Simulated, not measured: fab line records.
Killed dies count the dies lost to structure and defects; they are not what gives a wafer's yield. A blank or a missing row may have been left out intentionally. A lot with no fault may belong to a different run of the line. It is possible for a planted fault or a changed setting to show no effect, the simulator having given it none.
A struck lot beside a sound one :: flow sky130 :: 14 steps out of a route of 708
Sound: these wafers, L497.3, L497.4, L497.5. Wafers struck: L500.2, L500.4, L500.5. The cause is given at the end.
For every step that has rows: the tool of each side, followed by ch and its chambers, followed by its first start. Under that, the readings that differ: sound wafers :: struck wafers :: difference of the means :: sigmas: that difference in standard deviations of wafers without a fault.
alike: words and numbers the same on both sides, and readings whose means are apart by under 2 such deviations; not compared: readings that were withheld, readings missing a value for some wafer, numbers with overlapping values and no deviation given by the record, and bounds like >300 which may hide the same value.
Wherever a step has rows on one side only, a row that says differs or no value, or a row with sigmas, the two part there. Numbers that have no deviation but don't overlap get no sigmas and don't part them. Lack of a reading on every wafer of one side parts them only where that side has two or more wafers.

first, 1 step without rows for these wafers: SKY_LDD_LDN_IMPLANT_11.
SKY_LDD_LDN_STRIP_12: strips in O2/N2.
  sound on plasmaAsher-01 ch 0,1, day 26 14:44; struck on plasmaAsher-01 ch 0,1, day 27 15:41
  alike: drypumpMotorCurrentA, oesProductAu, stripTimeToEndpointS
  not compared: rfHoursCounterH
SKY_LDD_LDN_TW_MEAS_13:
  sound on filmMetro-01, day 26 14:49; struck on filmMetro-02, day 27 15:48
  alike: LDD_LDN_TW
then, 2 steps without rows for these wafers: SKY_LDD_LDN_CLEAN_14 (cleans in SC1/SC2, time 150 s); SKY_SPACER_CVD_00 (deposits Si3N4 from DCS/NH3, target thk 43.1 nm, time 740 s).
SKY_SPACER_THK_MEAS_01:
  sound on filmMetro-04, day 26 16:44; struck on filmMetro-02, day 27 17:07
  alike: SPACER_CVD_00_THK
SKY_SPACER_ETCHBACK_02: etches Si3N4 in CH3F/O2, stops on SiO2, time 46.7 s, target depth 45 nm.
  sound on rieDiel-01 ch 1,2, day 26 16:46; struck on rieDiel-04 ch 1,2, day 27 17:10
  alike: drypumpMotorCurrentA, oesProductAu, throttleValvePct
  not compared: rfHoursCounterH
then, 5 steps without rows for these wafers: SKY_POLY_CUT_DEHYDRATE_00 (time 60 s); SKY_POLY_CUT_HMDS_01 (prime time 60 s); SKY_POLY_CUT_COAT_02 (resist thk 60 nm); SKY_POLY_CUT_COAT_03 (resist thk 450 nm); SKY_POLY_CUT_SOFTBAKE_04 (time 90 s).
SKY_POLY_CUT_EXPOSE_05: exposes mask NPCM, target cd 270 nm.
  struck on krfScanner-02, day 28 08:04; sound on krfScanner-01 ch 0, day 27 07:28
  no value came back on the struck wafers for any of 5 readings (exposureDoseMJCm2, focusOffsetNm (nm) and others); on the sound wafers exposureDoseMJCm2 reads 31.97 31.96 32.01
  alike: mask
then, 1 step without rows for these wafers: SKY_POLY_CUT_PEB_06.

## WHERE THEY PART
Only at SKY_POLY_CUT_EXPOSE_05, as far as this record shows.

WHY: the cause the simulator had injected
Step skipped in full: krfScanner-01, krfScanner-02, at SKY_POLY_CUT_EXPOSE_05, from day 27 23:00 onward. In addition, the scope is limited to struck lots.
